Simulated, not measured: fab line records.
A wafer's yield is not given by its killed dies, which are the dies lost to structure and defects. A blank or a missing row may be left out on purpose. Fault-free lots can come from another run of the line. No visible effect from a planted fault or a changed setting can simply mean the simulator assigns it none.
Check of tool commonality / flow sky130 / 13 lots, 39 wafers sampled

== THE REASON FOR OPENING IT ==
Of 13 lots, 2 have the reading VT_ADJUST_HVTR_TW flagged at SKY_VT_ADJUST_HVTR_TW_MEAS_11. Fault-free wafers read 209.8, with a standard deviation of 1.5.
Rule: a lot is flagged in two cases, either no wafer of it has a number, or all its wafers with numbers fall more than 4 standard deviations from that mean. As for the other lots, they are considered sound.

lot=L748; measured=day 9 10:38; on=filmMetro-04; VT_ADJUST_HVTR_TW, wafer by wafer=209.2 209.2 209.8; flag=
lot=L751; measured=day 10 11:22; on=filmMetro-03; VT_ADJUST_HVTR_TW, wafer by wafer=211.6 211.2 211.2; flag=
lot=L752; measured=day 10 16:14; on=filmMetro-04; VT_ADJUST_HVTR_TW, wafer by wafer=208.8 208.3 208.6; flag=
lot=L753; measured=day 10 23:23; on=filmMetro-04; VT_ADJUST_HVTR_TW, wafer by wafer=208.0 208.9 208.6; flag=
lot=L754; measured=day 11 09:44; on=filmMetro-04; VT_ADJUST_HVTR_TW, wafer by wafer=209.4 208.9 209.6; flag=
lot=L755; measured=day 11 16:46; on=filmMetro-04; VT_ADJUST_HVTR_TW, wafer by wafer=208.5 209.1 210.5; flag=
lot=L759; measured=day 12 21:53; on=filmMetro-02; VT_ADJUST_HVTR_TW, wafer by wafer=209.6 209.4 210.5; flag=
lot=L764; measured=day 14 14:50; on=filmMetro-04; VT_ADJUST_HVTR_TW, wafer by wafer=155.4 155.9 155.9; flag=FLAGGED
lot=L765; measured=day 14 22:23; on=filmMetro-04; VT_ADJUST_HVTR_TW, wafer by wafer=208.7 208.0 209.0; flag=
lot=L766; measured=day 14 23:40; on=filmMetro-03; VT_ADJUST_HVTR_TW, wafer by wafer=158.0 159.3 158.9; flag=FLAGGED
lot=L768; measured=day 15 17:17; on=filmMetro-04; VT_ADJUST_HVTR_TW, wafer by wafer=208.5 208.4 209.5; flag=
lot=L770; measured=day 16 20:23; on=filmMetro-03; VT_ADJUST_HVTR_TW, wafer by wafer=211.2 212.3 211.0; flag=
lot=L771; measured=day 16 22:07; on=filmMetro-03; VT_ADJUST_HVTR_TW, wafer by wafer=212.5 211.7 211.7; flag=
The mean of the flagged lots' numbers is 157.2, -52.6 from the usual (-35 standard deviations).

== EACH LOT AND THE TOOL IT RAN ON ==
The record holds 2 process steps before the reading, out of a route of 708 steps. Every cell lists first the tool, next ch and the chambers used by the sampled wafers, and last the start.
lot=L748; flag=; SKY_NWELL_RTA_28=rtpAnneal-02 ch 0, day 5 06:40; SKY_VT_ADJUST_HVTR_IMPLANT_09=implanter-04 ch 0, day 9 10:23
lot=L751; flag=; SKY_NWELL_RTA_28=rtpAnneal-01 ch 0, day 6 03:06; SKY_VT_ADJUST_HVTR_IMPLANT_09=implanter-04 ch 0, day 10 11:10
lot=L752; flag=; SKY_NWELL_RTA_28=rtpAnneal-02 ch 0, day 6 07:57; SKY_VT_ADJUST_HVTR_IMPLANT_09=implanter-04 ch 0, day 10 15:59
lot=L753; flag=; SKY_NWELL_RTA_28=rtpAnneal-01 ch 0, day 6 14:54; SKY_VT_ADJUST_HVTR_IMPLANT_09=implanter-03 ch 0, day 10 23:08
lot=L754; flag=; SKY_NWELL_RTA_28=rtpAnneal-02 ch 0, day 6 21:10; SKY_VT_ADJUST_HVTR_IMPLANT_09=implanter-04 ch 0, day 11 09:29
lot=L755; flag=; SKY_NWELL_RTA_28=rtpAnneal-01 ch 0, day 7 04:16; SKY_VT_ADJUST_HVTR_IMPLANT_09=implanter-02 ch 0, day 11 16:32
lot=L759; flag=; SKY_NWELL_RTA_28=rtpAnneal-01 ch 0, day 8 00:53; SKY_VT_ADJUST_HVTR_IMPLANT_09=implanter-03 ch 0, day 12 21:38
lot=L764; flag=FLAGGED; SKY_NWELL_RTA_28=rtpAnneal-02 ch 0, day 9 11:44; SKY_VT_ADJUST_HVTR_IMPLANT_09=implanter-03 ch 0, day 14 14:38
lot=L765; flag=; SKY_NWELL_RTA_28=rtpAnneal-02 ch 0, day 9 18:04; SKY_VT_ADJUST_HVTR_IMPLANT_09=implanter-02 ch 0, day 14 22:08
lot=L766; flag=FLAGGED; SKY_NWELL_RTA_28=rtpAnneal-01 ch 0, day 9 18:44; SKY_VT_ADJUST_HVTR_IMPLANT_09=implanter-03 ch 0, day 14 23:26
lot=L768; flag=; SKY_NWELL_RTA_28=rtpAnneal-01 ch 0, day 10 09:32; SKY_VT_ADJUST_HVTR_IMPLANT_09=implanter-04 ch 0, day 15 17:02
lot=L770; flag=; SKY_NWELL_RTA_28=rtpAnneal-01 ch 0, day 11 07:28; SKY_VT_ADJUST_HVTR_IMPLANT_09=implanter-02 ch 0, day 16 20:09
lot=L771; flag=; SKY_NWELL_RTA_28=rtpAnneal-02 ch 0, day 11 08:14; SKY_VT_ADJUST_HVTR_IMPLANT_09=implanter-04 ch 0, day 16 21:53
What these steps do:
- SKY_NWELL_RTA_28: time 30 s.
- SKY_VT_ADJUST_HVTR_IMPLANT_09
- SKY_VT_ADJUST_HVTR_TW_MEAS_11

== FLAGGED AGAINST TOTAL, ONE TOOL AT A TIME (gauges that did the reading follow at the end) ==
step=SKY_NWELL_RTA_28; tool=rtpAnneal-01; lots run=7; flagged=1; share of the flagged lots=some; sound lots run after its first flagged lot=2 (L768,L770)
step=SKY_NWELL_RTA_28; tool=rtpAnneal-02; lots run=6; flagged=1; share of the flagged lots=some; sound lots run after its first flagged lot=2 (L765,L771)
step=SKY_VT_ADJUST_HVTR_IMPLANT_09; tool=implanter-02; lots run=3; flagged=0; share of the flagged lots=none; sound lots run after its first flagged lot=-
step=SKY_VT_ADJUST_HVTR_IMPLANT_09; tool=implanter-03; lots run=4; flagged=2; share of the flagged lots=all; sound lots run after its first flagged lot=0
step=SKY_VT_ADJUST_HVTR_IMPLANT_09; tool=implanter-04; lots run=6; flagged=0; share of the flagged lots=none; sound lots run after its first flagged lot=-
step=SKY_VT_ADJUST_HVTR_TW_MEAS_11; tool=filmMetro-02; lots run=1; flagged=0; share of the flagged lots=none; sound lots run after its first flagged lot=-
step=SKY_VT_ADJUST_HVTR_TW_MEAS_11; tool=filmMetro-03; lots run=4; flagged=1; share of the flagged lots=some; sound lots run after its first flagged lot=2 (L770,L771)
step=SKY_VT_ADJUST_HVTR_TW_MEAS_11; tool=filmMetro-04; lots run=8; flagged=1; share of the flagged lots=some; sound lots run after its first flagged lot=2 (L765,L768)

== THE TABLE: WHAT IT ALLOWS ==
Rows of the table that ran each flagged lot: 1, that is implanter-03 at SKY_VT_ADJUST_HVTR_IMPLANT_09.
- implanter-03 at SKY_VT_ADJUST_HVTR_IMPLANT_09: 2 of its 4 lots flagged. Last sound lot L759 at day 12 21:38, first flagged lot L764 at day 14 14:38; a fault beginning in between fits. Its own readings lie more than 4 standard deviations out on every wafer of the flagged lots: doseIonsCm2, faradayCurrentUA.
implanter-03 at SKY_VT_ADJUST_HVTR_IMPLANT_09 is the single tool remaining.

== WHAT THE SIMULATOR HAD INSERTED ==
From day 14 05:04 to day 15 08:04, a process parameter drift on implanter-03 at SKY_VT_ADJUST_HVTR_IMPLANT_09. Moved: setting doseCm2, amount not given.
Lots struck among those shown: L764, L766. The rule above reached the same finding.
